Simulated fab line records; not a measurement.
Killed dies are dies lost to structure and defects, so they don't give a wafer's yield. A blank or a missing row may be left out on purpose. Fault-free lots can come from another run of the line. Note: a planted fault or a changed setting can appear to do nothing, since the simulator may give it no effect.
Chamber matching / flow sky130 / SKY_LI_CONTACT_CMP_24 on cmp-02: 4 sister chambers
The step polishes, stops on PSG, t overpolish 20 s, target thk 0 nm. 14 wafers are shown with their chamber, then 7 later ones without.

## EACH WAFER AND ITS CHAMBER
wafer=L377.2; chamber=1; motor current A (A)=12.7; time to endpoint s (s)=100.2; edge zone pressure frac=0.998
wafer=L377.3; chamber=3; motor current A (A)=11.4; time to endpoint s (s)=99.1; edge zone pressure frac=1.002
wafer=L377.6; chamber=2; motor current A (A)=9.7; time to endpoint s (s)=99.4; edge zone pressure frac=0.998
wafer=L378.3; chamber=0; motor current A (A)=11.9; time to endpoint s (s)=93.2; edge zone pressure frac=0.998
wafer=L378.5; chamber=1; motor current A (A)=12.6; time to endpoint s (s)=101.9; edge zone pressure frac=1.002
wafer=L378.6; chamber=0; motor current A (A)=11.8; time to endpoint s (s)=96.0; edge zone pressure frac=1.000
wafer=L379.1; chamber=3; motor current A (A)=11.1; time to endpoint s (s)=94.8; edge zone pressure frac=1.009
wafer=L379.2; chamber=2; motor current A (A)=9.3; time to endpoint s (s)=96.2; edge zone pressure frac=1.004
wafer=L379.6; chamber=2; motor current A (A)=9.3; time to endpoint s (s)=95.9; edge zone pressure frac=0.999
wafer=L380.2; chamber=1; motor current A (A)=12.1; time to endpoint s (s)=102.2; edge zone pressure frac=1.003
wafer=L380.3; chamber=0; motor current A (A)=12.3; time to endpoint s (s)=97.1; edge zone pressure frac=1.001
wafer=L380.6; chamber=1; motor current A (A)=12.0; time to endpoint s (s)=97.4; edge zone pressure frac=0.998
wafer=L381.1; chamber=3; motor current A (A)=11.1; time to endpoint s (s)=94.8; edge zone pressure frac=1.001
wafer=L381.2; chamber=0; motor current A (A)=11.4; time to endpoint s (s)=97.0; edge zone pressure frac=0.994

SIGNATURES (means of the wafers above)
reading=motor current A; chamber 0=11.850; chamber 1=12.350; chamber 2=9.433; chamber 3=11.200; scatter within a chamber=0.308
reading=time to endpoint s; chamber 0=95.825; chamber 1=100.425; chamber 2=97.167; chamber 3=96.233; scatter within a chamber=2.1
reading=edge zone pressure frac; chamber 0=0.99825; chamber 1=1.00025; chamber 2=1.00033; chamber 3=1.00400; scatter within a chamber=0.00329
Rule: for each reading, subtract the chamber's mean from the wafer's reading, divide by that reading's scatter and square the result; add these up over the readings and take the root, which gives the wafer's distance from the chamber. If the next closest chamber is less than 2 further off than the closest, the wafer can't be placed; otherwise it belongs to the closest. The scatter is the square root of a quotient: the sum, over the shown wafers, of each reading's squared deviation from its chamber's mean, divided by wafers minus chambers.

## WAFERS WHOSE CHAMBER IS MISSING
wafer=L381.6; motor current A (A)=11.9; time to endpoint s (s)=99.0; edge zone pressure frac=1.003
wafer=L382.2; motor current A (A)=9.7; time to endpoint s (s)=97.8; edge zone pressure frac=1.002
wafer=L382.4; motor current A (A)=11.2; time to endpoint s (s)=97.2; edge zone pressure frac=1.005
wafer=L382.5; motor current A (A)=12.3; time to endpoint s (s)=93.4; edge zone pressure frac=1.002
wafer=L386.1; motor current A (A)=9.4; time to endpoint s (s)=92.6; edge zone pressure frac=0.996
wafer=L386.3; motor current A (A)=11.0; time to endpoint s (s)=96.5; edge zone pressure frac=1.005
wafer=L386.6; motor current A (A)=12.4; time to endpoint s (s)=96.6; edge zone pressure frac=0.998

## THE CHAMBER EACH PASSED THROUGH
wafer=L381.6; from the rows above=can't be placed: 1 or 0 or 3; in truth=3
wafer=L382.2; from the rows above=2; in truth=2
wafer=L382.4; from the rows above=3; in truth=3
wafer=L382.5; from the rows above=can't be placed: 0 or 1 or 3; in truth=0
wafer=L386.1; from the rows above=2; in truth=2
wafer=L386.3; from the rows above=3; in truth=3
wafer=L386.6; from the rows above=can't be placed: 0 or 1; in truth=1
4 of 7 placed correctly. Unplaceable from these rows: 3, with the true chamber sitting among the candidates in 3. Wrongly placed: 0.
